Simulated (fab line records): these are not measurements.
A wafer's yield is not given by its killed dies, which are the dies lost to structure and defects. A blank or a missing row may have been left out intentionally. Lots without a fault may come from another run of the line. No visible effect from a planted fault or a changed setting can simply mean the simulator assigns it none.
Which of the tools did it? | flow sky130 | 36 wafers from 12 lots sampled at 2 of the route's 708 steps

== WHAT THE GAUGES SHOWED, per wafer ==
SKY_VIA1_OVL_MEAS_13.
lot  | measured     | on         | VIA1_OVL (nm)
L075 | day 34 07:55 | overlay-02 | 3 1 -5
L078 | day 35 07:04 | overlay-01 | -6 -12 1
L079 | day 36 06:36 | overlay-02 | -1 6 1
L082 | day 36 23:17 | overlay-02 | -2 0 -10
L083 | day 37 04:56 | overlay-02 | -4 5 10
L086 | day 39 01:16 | overlay-02 | -1 6 0
L087 | day 38 23:39 | overlay-01 | 6 4 3
L089 | day 39 06:01 | overlay-01 | -9 -2 -2
L091 | day 39 07:19 | overlay-02 | 7 0 8
L093 | day 39 23:13 | overlay-01 | 5 7 6
L095 | day 40 09:38 | overlay-02 | 10 13 17
L097 | day 41 05:34 | overlay-01 | -4 8 3

== WHAT TOOL EACH LOT RAN ON (gives the tool, then ch and the chambers of the sampled wafers, and finally the start) ==
lot  | SKY_PWDE_STRIP_09
L075 | plasma-asher-04 ch 0,1, day 4 06:17
L078 | plasma-asher-02 ch 0,1, day 4 21:39
L079 | plasma-asher-03 ch 1, day 5 08:56
L082 | plasma-asher-03 ch 1, day 6 00:55
L083 | plasma-asher-02 ch 0,1, day 6 01:21
L086 | plasma-asher-03 ch 0,1, day 6 17:52
L087 | plasma-asher-03 ch 0,1, day 7 00:07
L089 | plasma-asher-03 ch 0,1, day 7 11:04
L091 | plasma-asher-04 ch 0,1, day 7 21:07
L093 | plasma-asher-02 ch 0,1, day 8 04:28
L095 | plasma-asher-04 ch 0,1, day 8 19:16
L097 | plasma-asher-04 ch 0,1, day 9 13:10
- SKY_PWDE_STRIP_09: strips in O2/N2.

== THE ANSWER, worked out from the rows above alone ==
Rule: usual is defined by the lots themselves. The widest of any qualifying gaps counts: lots, ordered by their means at a reading, are off when they make up no more than a third of the lots, leave a main group of 4 or more, and stand apart from it by 3 or more times the standard deviation of that group's means. The tables above print the reading to a certain number of digits; a main group whose means all agree to those digits is not used. Also off: a lot with no number at a reading for which 4 or more lots have one. All remaining lots with rows at the step are treated as sound.
No lot is off on any of the readings shown, so nothing can be concluded from this.

== WHAT THE SIMULATOR HAD PUT IN ==
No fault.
